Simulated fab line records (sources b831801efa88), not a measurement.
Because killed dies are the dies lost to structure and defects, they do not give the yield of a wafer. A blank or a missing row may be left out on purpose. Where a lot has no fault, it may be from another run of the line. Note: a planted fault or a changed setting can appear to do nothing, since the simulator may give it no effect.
fab line records ; flow sfqLine
[record] lots = 15; wafers = 45; lastDay = 91
route steps=325 shown M0@30 M1@59 JJ@180 M5@204
lots with no fault: from the same line, run without faults
startH: start of the lot's first displayed wafer, in hours after the record's first day ; waitH: how many hours have passed since the lot's step before this one ; " identical to the entry in the row above ; L1.1+2: several wafers, shown together as one row ; - no value, or no start was given ; * or withheld: withheld ; < > ~ a bound
route shown NAME@n: names a module that has steps shown in the file, with the first one's number in the route ; usual: average and standard deviation across the fault-free wafers ; same: alike in all rows ; chamber/n: place in a boat ; sites: each site's reading ; _std_site: their standard deviation ; _edge_site: the outer-site mean with the inner-site mean subtracted ; radiusMm: how far each site lies from the wafer's centre ; mask NAME#n: copy n ; behind: the tool/chamber that last shaped the wafer ; hold: why the lot was held/for how many hours/how that ended ; device: whichever transistor did not switch (one of n, p or np) ; end of line: tests run on the same wafers once the route is complete ; a step given without rows: its recipe and nothing more ; killed: count of dies lost to structure and defects at first sort (not the wafer's yield) ; map: a wafer's dies, marking killed ones x, the rest . and places with no die _
set.NAME: setting as actually run; set.NAME@STEP: the setting as run at that earlier step ; model.NAME: the simulator's own value behind a step, which no gauge read
the route's steps for a sample of lots (tables are steps, rows are wafers)
services: a tool's chamber out of use, with start hour (startH, from the record's first day; less than 0 if before it), hours out, and reason
[[steps]]
[step SFQ_M0_RS_MEAS_904]
[recipe] thkMeasGauge = four-point-probe; reads = Nb_of_TRILAYER_M0_DEP_SPUTTER_019
[usual] M0_NB_RS = 0.889/0.0087
lot.wafer;tool;chamber;startH;waitH;M0_NB_RS[ohm/sq]
L511.1;filmMetro-04;-;104.68;0.0;0.882
L511.2;filmMetro-04;-;104.68;0.0;0.871
L511.6;filmMetro-04;-;104.68;0.0;0.884
L512.1;filmMetro-03;-;108.28;0.0;0.908
L512.4;filmMetro-03;-;108.28;0.0;0.901
L512.6;filmMetro-03;-;108.28;0.0;0.898
L513.3;filmMetro-04;-;114.32;0.1;0.883
L513.4;filmMetro-04;-;114.32;0.1;0.893
L513.5;filmMetro-04;-;114.32;0.1;0.890
L514.2;filmMetro-04;-;121.50;0.1;0.893
L514.5;filmMetro-04;-;121.50;0.1;0.890
L514.6;filmMetro-04;-;121.50;0.1;0.897
L516.1;filmMetro-04;-;132.28;0.0;0.896
L516.4;filmMetro-04;-;132.28;0.0;0.908
L516.6;filmMetro-04;-;132.28;0.0;0.902
L518.2;filmMetro-04;-;142.47;0.1;0.893
L518.3;filmMetro-04;-;142.47;0.1;0.892
L518.4;filmMetro-04;-;142.47;0.1;0.891
L519.1;filmMetro-03;-;149.63;0.0;0.886
L519.2;filmMetro-03;-;149.63;0.0;0.898
L519.3;filmMetro-03;-;149.63;0.0;0.883
L521.4;filmMetro-03;-;155.87;0.1;0.888
L521.5;filmMetro-03;-;155.87;0.1;0.889
L521.6;filmMetro-03;-;155.87;0.1;0.888
L523.1;filmMetro-03;-;168.83;0.0;0.874
L523.2;filmMetro-03;-;168.83;0.0;0.882
L523.5;filmMetro-03;-;168.83;0.0;0.889
L526.1;filmMetro-03;-;185.63;0.0;0.901
L526.3;filmMetro-03;-;185.63;0.0;0.900
L526.4;filmMetro-03;-;185.63;0.0;0.904
L528.1;filmMetro-01;-;192.83;0.0;0.887
L528.3;filmMetro-01;-;192.83;0.0;0.897
L528.6;filmMetro-01;-;192.83;0.0;0.891
L529.1;filmMetro-04;-;198.83;0.0;0.881
L529.3;filmMetro-04;-;198.83;0.0;0.877
L529.6;filmMetro-04;-;198.83;0.0;0.882
L530.2;filmMetro-04;-;204.85;0.1;0.868
L530.5;filmMetro-04;-;204.85;0.1;0.881
L530.6;filmMetro-04;-;204.85;0.1;0.875
L531.2;filmMetro-01;-;214.55;0.1;0.880
L531.3;filmMetro-01;-;214.55;0.1;0.890
L531.5;filmMetro-01;-;214.55;0.1;0.873
L532.2;filmMetro-04;-;220.55;0.1;0.885
L532.3;filmMetro-04;-;220.55;0.1;0.885
L532.6;filmMetro-04;-;220.55;0.1;0.886
[step SFQ_TRILAYER_M1_DEP_SPUTTER_037]
[recipe] material = Nb; basePressurePa = 1.33e-06; chamberPressurePa = 0.1333; substrateTempC = 20; resputterCathodeVoltageV = 400; targetThkNm = 200; powerW = 2000; timeS = 133.3
[usual] cathodeDcPowerW = 2000.0/0.37; throttleValvePct = 29.3/0.58
[same] timeS = 133.3
lot.wafer;tool;chamber;startH;waitH;cathodeDcPowerW;throttleValvePct
L511.1;pvdSputter-03;-;222.92;0.0;1999.9;30.1
L511.2;pvdSputter-03;-;222.92;0.0;1999.6;28.7
L511.6;pvdSputter-03;-;222.92;0.0;2000.5;28.7
L512.1;pvdSputter-04;-;228.91;0.0;2000.1;27.9
L512.4;pvdSputter-04;-;228.91;0.0;1999.8;30.0
L512.6;pvdSputter-04;-;228.91;0.0;2000.3;30.2
L513.3;pvdSputter-03;-;234.91;0.0;1999.7;29.8
L513.4;pvdSputter-03;-;234.91;0.0;2000.1;30.0
L513.5;pvdSputter-03;-;234.91;0.0;1999.9;30.0
L514.2;pvdSputter-03;-;243.31;0.0;1999.8;29.7
L514.5;pvdSputter-03;-;243.31;0.0;2000.3;28.8
L514.6;pvdSputter-03;-;243.31;0.0;2000.0;29.8
L516.1;pvdSputter-04;-;250.53;0.0;2000.1;27.8
L516.4;pvdSputter-04;-;250.53;0.0;1999.7;28.9
L516.6;pvdSputter-04;-;250.53;0.0;2000.1;27.6
L518.2;pvdSputter-03;-;262.69;0.0;2000.4;29.1
L518.3;pvdSputter-03;-;262.69;0.0;2000.3;28.7
L518.4;pvdSputter-03;-;262.69;0.0;1999.6;29.8
L519.1;pvdSputter-06;-;274.51;0.0;2000.4;29.7
L519.2;pvdSputter-06;-;274.51;0.0;1999.9;28.9
L519.3;pvdSputter-06;-;274.51;0.0;1999.7;29.7
L521.4;pvdSputter-06;-;282.92;0.0;2000.3;29.2
L521.5;pvdSputter-06;-;282.92;0.0;1999.5;29.2
L521.6;pvdSputter-06;-;282.92;0.0;1999.6;28.6
L523.1;pvdSputter-06;-;309.70;0.0;1999.9;28.8
L523.2;pvdSputter-06;-;309.70;0.0;2000.3;29.7
L523.5;pvdSputter-06;-;309.70;0.0;1999.9;29.6
L526.1;pvdSputter-03;-;338.63;0.0;2000.7;28.4
L526.3;pvdSputter-03;-;338.63;0.0;2000.1;29.2
L526.4;pvdSputter-03;-;338.63;0.0;1999.6;29.7
L528.1;pvdSputter-03;-;351.62;0.0;2230.7;28.7
L528.3;pvdSputter-03;-;351.62;0.0;2231.2;29.8
L528.6;pvdSputter-03;-;351.62;0.0;2231.6;29.7
L529.1;pvdSputter-04;-;357.60;0.0;2000.0;30.1
L529.3;pvdSputter-04;-;357.60;0.0;2000.0;29.4
L529.6;pvdSputter-04;-;357.60;0.0;2000.3;27.8
L530.2;pvdSputter-03;-;367.20;0.0;2231.1;30.1
L530.5;pvdSputter-03;-;367.20;0.0;2231.3;29.7
L530.6;pvdSputter-03;-;367.20;0.0;2230.5;28.8
L531.2;pvdSputter-06;-;372.00;0.0;2000.5;29.3
L531.3;pvdSputter-06;-;372.00;0.0;1999.8;28.5
L531.5;pvdSputter-06;-;372.00;0.0;2000.6;29.7
L532.2;pvdSputter-03;-;380.42;0.0;2230.7;28.7
L532.3;pvdSputter-03;-;380.42;0.0;2230.5;29.9
L532.6;pvdSputter-03;-;380.42;0.0;2230.6;28.7
[step SFQ_M1_RS_MEAS_909]
[recipe] thkMeasGauge = four-point-probe; reads = Nb_of_TRILAYER_M1_DEP_SPUTTER_037
[usual] M1_NB_RS = 0.893/0.01
lot.wafer;tool;chamber;startH;waitH;M1_NB_RS[ohm/sq]
L511.1;filmMetro-04;-;223.02;0.0;0.901
L511.2;filmMetro-04;-;223.02;0.0;0.888
L511.6;filmMetro-04;-;223.02;0.0;0.898
L512.1;filmMetro-04;-;229.00;0.0;0.874
L512.4;filmMetro-04;-;229.00;0.0;0.882
L512.6;filmMetro-04;-;229.00;0.0;0.886
L513.3;filmMetro-04;-;235.04;0.1;0.902
L513.4;filmMetro-04;-;235.04;0.1;0.913
L513.5;filmMetro-04;-;235.04;0.1;0.905
L514.2;filmMetro-04;-;243.42;0.1;0.896
L514.5;filmMetro-04;-;243.42;0.1;0.884
L514.6;filmMetro-04;-;243.42;0.1;0.896
L516.1;filmMetro-04;-;250.62;0.0;0.884
L516.4;filmMetro-04;-;250.62;0.0;0.880
L516.6;filmMetro-04;-;250.62;0.0;0.886
L518.2;filmMetro-01;-;262.80;0.1;0.883
L518.3;filmMetro-01;-;262.80;0.1;0.899
L518.4;filmMetro-01;-;262.80;0.1;0.903
L519.1;filmMetro-04;-;274.61;0.0;0.905
L519.2;filmMetro-04;-;274.61;0.0;0.903
L519.3;filmMetro-04;-;274.61;0.0;0.908
L521.4;filmMetro-01;-;283.08;0.1;0.893
L521.5;filmMetro-01;-;283.08;0.1;0.882
L521.6;filmMetro-01;-;283.08;0.1;0.900
L523.1;filmMetro-02;-;309.80;0.0;0.913
L523.2;filmMetro-02;-;309.80;0.0;0.895
L523.5;filmMetro-02;-;309.80;0.0;0.892
L526.1;filmMetro-01;-;338.72;0.0;0.889
L526.3;filmMetro-01;-;338.72;0.0;0.892
L526.4;filmMetro-01;-;338.72;0.0;0.897
L528.1;filmMetro-02;-;351.71;0.0;0.805
L528.3;filmMetro-02;-;351.71;0.0;0.805
L528.6;filmMetro-02;-;351.71;0.0;0.804
L529.1;filmMetro-01;-;357.69;0.0;0.885
L529.3;filmMetro-01;-;357.69;0.0;0.879
L529.6;filmMetro-01;-;357.69;0.0;0.879
L530.2;filmMetro-01;-;367.31;0.1;0.800
L530.5;filmMetro-01;-;367.31;0.1;0.794
L530.6;filmMetro-01;-;367.31;0.1;0.784
L531.2;filmMetro-02;-;372.11;0.1;0.900
L531.3;filmMetro-02;-;372.11;0.1;0.912
L531.5;filmMetro-02;-;372.11;0.1;0.912
L532.2;filmMetro-01;-;380.53;0.1;0.804
L532.3;filmMetro-01;-;380.53;0.1;0.808
L532.6;filmMetro-01;-;380.53;0.1;0.805
[step SFQ_TRILAYER_M1_ETCH_METAL_ETCH_042]
[recipe] target = Nb; stopOn = SiO2; maskMaterial = PR; chemistry = Cl2/Ar; targetDepthNm = 240; icpW = 600; biasW = 80; pressureMtorr = 10; timeS = 120
[usual] biasW = 80.00/0.24; drypumpMotorCurrentA = 5.5/0.54; oesProductAu = 0.892/0.0065
[same] timeS = 120
lot.wafer;tool;chamber;startH;waitH;biasW;drypumpMotorCurrentA;oesProductAu;rfHoursCounterH
L511.1;rieMetal-02;1;249.59;0.0;79.94;4.8;0.887;28
L511.2;rieMetal-02;0;249.59;0.0;79.85;5.8;0.894;86
L511.6;rieMetal-02;1;249.59;0.0;79.87;4.8;0.885;-
L512.1;rieMetal-04;1;255.59;0.0;79.95;6.2;0.895;6
L512.4;rieMetal-04;0;255.59;0.0;79.80;5.0;0.899;-
L512.6;rieMetal-04;1;255.59;0.0;80.36;6.2;0.896;-
L513.3;rieMetal-04;1;260.43;0.1;80.15;6.1;0.880;-
L513.4;rieMetal-04;0;260.43;0.1;79.93;5.1;0.885;-
L513.5;rieMetal-04;1;260.43;0.1;79.64;6.2;0.889;-
L514.2;rieMetal-04;1;269.99;0.0;79.90;6.2;0.881;9
L514.5;rieMetal-04;1;269.99;0.0;80.40;6.2;0.897;-
L514.6;rieMetal-04;0;269.99;0.0;79.82;5.0;0.895;-
L516.1;rieMetal-01;1;277.19;0.0;79.99;5.0;0.899;33
L516.4;rieMetal-01;1;277.19;0.0;79.90;5.0;0.903;-
L516.6;rieMetal-01;0;277.19;0.0;79.90;5.8;0.899;-
L518.2;rieMetal-02;0;290.39;0.0;79.98;5.8;0.898;93
L518.3;rieMetal-02;0;290.39;0.0;79.68;5.8;0.885;-
L518.4;rieMetal-02;1;290.39;0.0;80.21;4.8;0.895;-
L519.1;rieMetal-04;0;298.81;0.1;79.67;5.0;0.895;72
L519.2;rieMetal-04;1;298.81;0.1;80.09;6.2;0.890;15
L519.3;rieMetal-04;0;298.81;0.1;79.98;5.0;0.883;-
L521.4;rieMetal-01;1;307.23;0.1;79.95;5.0;0.898;-
L521.5;rieMetal-01;1;307.23;0.1;80.07;5.0;0.898;-
L521.6;rieMetal-01;0;307.23;0.1;80.08;5.9;0.886;-
L523.1;rieMetal-02;1;327.80;0.0;80.37;4.8;0.876;41
L523.2;rieMetal-02;0;327.80;0.0;80.00;5.8;0.884;99
L523.5;rieMetal-02;1;327.80;0.0;80.16;4.8;0.893;-
L526.1;rieMetal-04;0;353.00;0.0;80.44;5.0;0.893;82
L526.3;rieMetal-04;1;353.00;0.0;80.19;6.2;0.881;-
L526.4;rieMetal-04;0;353.00;0.0;80.04;5.0;0.895;-
L528.1;rieMetal-02;0;368.90;0.0;80.06;5.8;0.949;103
L528.3;rieMetal-02;0;368.90;0.0;80.38;5.8;0.945;-
L528.6;rieMetal-02;0;368.90;0.0;80.09;5.8;0.946;-
L529.1;rieMetal-01;1;376.10;0.0;80.54;5.0;0.893;50
L529.3;rieMetal-01;0;376.10;0.0;79.68;5.8;0.892;-
L529.6;rieMetal-01;0;376.10;0.0;80.20;5.8;0.899;-
L530.2;rieMetal-02;0;388.40;0.0;79.97;5.8;0.947;106
L530.5;rieMetal-02;0;388.40;0.0;79.82;5.8;0.945;-
L530.6;rieMetal-02;1;388.40;0.0;80.07;4.8;0.962;-
L531.2;rieMetal-02;0;390.60;0.0;79.69;5.8;0.885;107
L531.3;rieMetal-02;0;390.60;0.0;79.36;5.8;0.885;-
L531.5;rieMetal-02;0;390.60;0.0;79.75;5.8;0.881;-
L532.2;rieMetal-04;0;399.00;0.0;80.05;5.0;0.946;88
L532.3;rieMetal-04;1;399.00;0.0;80.28;6.2;0.950;-
L532.6;rieMetal-04;0;399.00;0.0;79.75;5.0;0.947;-
[step SFQ_TRILAYER_JJ_TRILAYER_DEP_SPUTTER_110]
[recipe] material = Al; basePressurePa = 1.33e-06; targetThkNm = 8; powerW = 500; timeS = 10; chamberPressurePa = 0.4
[usual] cathodeDcPowerW = 499.99/0.096; throttleValvePct = 29.2/0.67
[same] timeS = 10
lot.wafer;tool;chamber;startH;waitH;cathodeDcPowerW;throttleValvePct
L511.1;pvdSputter-04;-;1023.61;0.0;500.24;29.5
L511.2;pvdSputter-04;-;1023.61;0.0;499.95;29.9
L511.6;pvdSputter-04;-;1023.61;0.0;499.99;27.7
L512.1;pvdSputter-04;-;1028.71;0.0;500.07;27.6
L512.4;pvdSputter-04;-;1028.71;0.0;499.94;29.6
L512.6;pvdSputter-04;-;1028.71;0.0;499.94;29.9
L513.3;pvdSputter-03;-;1184.27;0.0;500.03;29.5
L513.4;pvdSputter-03;-;1184.27;0.0;500.05;29.4
L513.5;pvdSputter-03;-;1184.27;0.0;500.03;29.3
L514.2;pvdSputter-06;-;1206.12;0.0;499.92;29.9
L514.5;pvdSputter-06;-;1206.12;0.0;500.00;30.1
L514.6;pvdSputter-06;-;1206.12;0.0;500.03;29.6
L516.1;pvdSputter-03;-;1214.52;0.0;500.10;29.6
L516.4;pvdSputter-03;-;1214.52;0.0;499.84;29.5
L516.6;pvdSputter-03;-;1214.52;0.0;499.87;29.7
L518.2;pvdSputter-06;-;1237.32;0.0;499.93;29.8
L518.3;pvdSputter-06;-;1237.32;0.0;500.02;29.1
L518.4;pvdSputter-06;-;1237.32;0.0;499.92;29.9
L519.1;pvdSputter-04;-;1244.52;0.0;500.04;27.7
L519.2;pvdSputter-04;-;1244.52;0.0;499.88;29.6
L519.3;pvdSputter-04;-;1244.52;0.0;500.06;30.1
L521.4;pvdSputter-06;-;1268.64;0.0;499.89;29.5
L521.5;pvdSputter-06;-;1268.64;0.0;500.23;29.2
L521.6;pvdSputter-06;-;1268.64;0.0;500.09;28.9
L523.1;pvdSputter-06;-;1273.44;0.0;500.11;28.9
L523.2;pvdSputter-06;-;1273.44;0.0;499.92;29.7
L523.5;pvdSputter-06;-;1273.44;0.0;500.10;29.3
L526.1;pvdSputter-06;-;1298.40;0.0;499.85;28.8
L526.3;pvdSputter-06;-;1298.40;0.0;500.04;29.2
L526.4;pvdSputter-06;-;1298.40;0.0;499.88;29.8
L528.1;pvdSputter-04;-;1303.21;0.0;500.17;27.6
L528.3;pvdSputter-04;-;1303.21;0.0;499.93;29.6
L528.6;pvdSputter-04;-;1303.21;0.0;499.94;28.8
L529.1;pvdSputter-06;-;1310.40;0.0;500.13;29.6
L529.3;pvdSputter-06;-;1310.40;0.0;500.12;29.1
L529.6;pvdSputter-06;-;1310.40;0.0;499.89;29.8
L530.2;pvdSputter-03;-;1318.92;0.0;499.92;29.4
L530.5;pvdSputter-03;-;1318.92;0.0;500.06;29.7
L530.6;pvdSputter-03;-;1318.92;0.0;500.07;29.3
L531.2;pvdSputter-06;-;1337.05;0.0;500.22;29.3
L531.3;pvdSputter-06;-;1337.05;0.0;500.11;29.6
L531.5;pvdSputter-06;-;1337.05;0.0;500.02;29.9
L532.2;pvdSputter-03;-;1349.22;0.0;500.17;29.6
L532.3;pvdSputter-03;-;1349.22;0.0;499.84;28.8
L532.6;pvdSputter-03;-;1349.22;0.0;499.97;28.7
[step SFQ_M5_OVL_MEAS_932]
[usual] M5_OVL = -2/5.8
lot.wafer;tool;chamber;startH;waitH;M5_OVL[nm]
L511.1;overlay-02;-;1316.66;0.1;-6
L511.2;overlay-02;-;1316.66;0.1;-4
L511.6;overlay-02;-;1316.66;0.1;1
L512.1;overlay-02;-;1319.06;0.1;2
L512.4;overlay-02;-;1319.06;0.1;1
L512.6;overlay-02;-;1319.06;0.1;12
L513.3;overlay-01;-;1322.67;0.1;-6
L513.4;overlay-01;-;1322.67;0.1;3
L513.5;overlay-01;-;1322.67;0.1;-6
L514.2;overlay-02;-;1356.39;0.1;-5
L514.5;overlay-02;-;1356.39;0.1;-5
L514.6;overlay-02;-;1356.39;0.1;-12
L516.1;overlay-01;-;1363.58;0.1;-7
L516.4;overlay-01;-;1363.58;0.1;-4
L516.6;overlay-01;-;1363.58;0.1;2
L518.2;overlay-01;-;1389.99;0.1;-8
L518.3;overlay-01;-;1389.99;0.1;-1
L518.4;overlay-01;-;1389.99;0.1;-7
L519.1;overlay-02;-;1397.18;0.1;-11
L519.2;overlay-02;-;1397.18;0.1;-14
L519.3;overlay-02;-;1397.18;0.1;-6
L521.4;overlay-01;-;1422.73;0.1;8
L521.5;overlay-01;-;1422.73;0.1;4
L521.6;overlay-01;-;1422.73;0.1;-1
L523.1;overlay-02;-;1427.34;0.1;-4
L523.2;overlay-02;-;1427.34;0.1;-4
L523.5;overlay-02;-;1427.34;0.1;3
L526.1;overlay-01;-;1454.82;0.1;-11
L526.3;overlay-01;-;1454.82;0.1;-13
L526.4;overlay-01;-;1454.82;0.1;-16
L528.1;overlay-01;-;1462.02;0.1;-2
L528.3;overlay-01;-;1462.02;0.1;-6
L528.6;overlay-01;-;1462.02;0.1;-1
L529.1;overlay-01;-;1475.63;0.1;-4
L529.3;overlay-01;-;1475.63;0.1;0
L529.6;overlay-01;-;1475.63;0.1;9
L530.2;overlay-02;-;1482.89;0.1;-8
L530.5;overlay-02;-;1482.89;0.1;1
L530.6;overlay-02;-;1482.89;0.1;-2
L531.2;overlay-02;-;1631.92;0.1;-3
L531.3;overlay-02;-;1631.92;0.1;-5
L531.5;overlay-02;-;1631.92;0.1;-5
L532.2;overlay-01;-;1639.12;0.1;1
L532.3;overlay-01;-;1639.12;0.1;1
L532.6;overlay-01;-;1639.12;0.1;2
[[services]]
tool;chamber;startH;hours;kind
pvdSputter-06;-;235.41;2.1;repair
pvdSputter-04;-;261.21;20.8;repair
pvdSputter-03;-;268.28;26.4;repair
pvdSputter-06;-;287.36;22.1;repair
pvdSputter-03;-;289.70;2.4;repair
pvdSputter-04;-;332.29;5.0;repair
pvdSputter-06;-;439.22;4.1;repair
pvdSputter-04;-;448.17;0.5;repair
pvdSputter-03;-;466.53;1.4;repair
pvdSputter-03;-;484.57;1.8;repair
pvdSputter-03;-;600.54;2.1;repair
pvdSputter-06;-;701.02;3.0;repair
pvdSputter-03;-;717.14;24.3;repair
pvdSputter-06;-;771.83;2.0;repair
pvdSputter-03;-;812.13;9.2;repair
pvdSputter-03;-;902.16;2.4;repair
pvdSputter-06;-;906.65;15.8;repair
pvdSputter-06;-;918.70;8.5;repair
pvdSputter-03;-;930.70;15.5;repair
pvdSputter-03;-;1009.69;1.6;repair
pvdSputter-03;-;1021.00;6.7;repair
pvdSputter-03;-;1095.30;51.1;repair
pvdSputter-06;-;1173.98;0.8;repair
pvdSputter-06;-;1196.40;8.6;repair
[[key]]
[firstSign] step = SFQ_TRILAYER_M1_DEP_SPUTTER_037; reading = cathodeDcPowerW; direction = up; sigmas = 99+; usual = 2000.0; struck = 2230.9
[effect] step = SFQ_M1_RS_MEAS_909; reading = M1_NB_RS; direction = down; sigmas = 9.2; usual = 0.893; struck = 0.801
[effect] step = SFQ_TRILAYER_M1_ETCH_METAL_ETCH_042; reading = oesProductAu; direction = up; sigmas = 8.6; usual = 0.892; struck = 0.949
metAt SFQ_TRILAYER_M1_DEP_SPUTTER_037
struckLots L528,L530,L532
notActingAt SFQ_M0_RS_MEAS_904,SFQ_TRILAYER_JJ_TRILAYER_DEP_SPUTTER_110,SFQ_M5_OVL_MEAS_932
onsetBetween 338.63 351.62
[fault] kind = processParameterDrift; tool = pvdSputter-03; chamber = -; onsetH = 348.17; steps = SFQ_TRILAYER_M1_DEP_SPUTTER_037; channel = powerW; offset = 230.69; shape = step; endH = 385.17; actsIn = theseRecipesOnly; stated = 2000
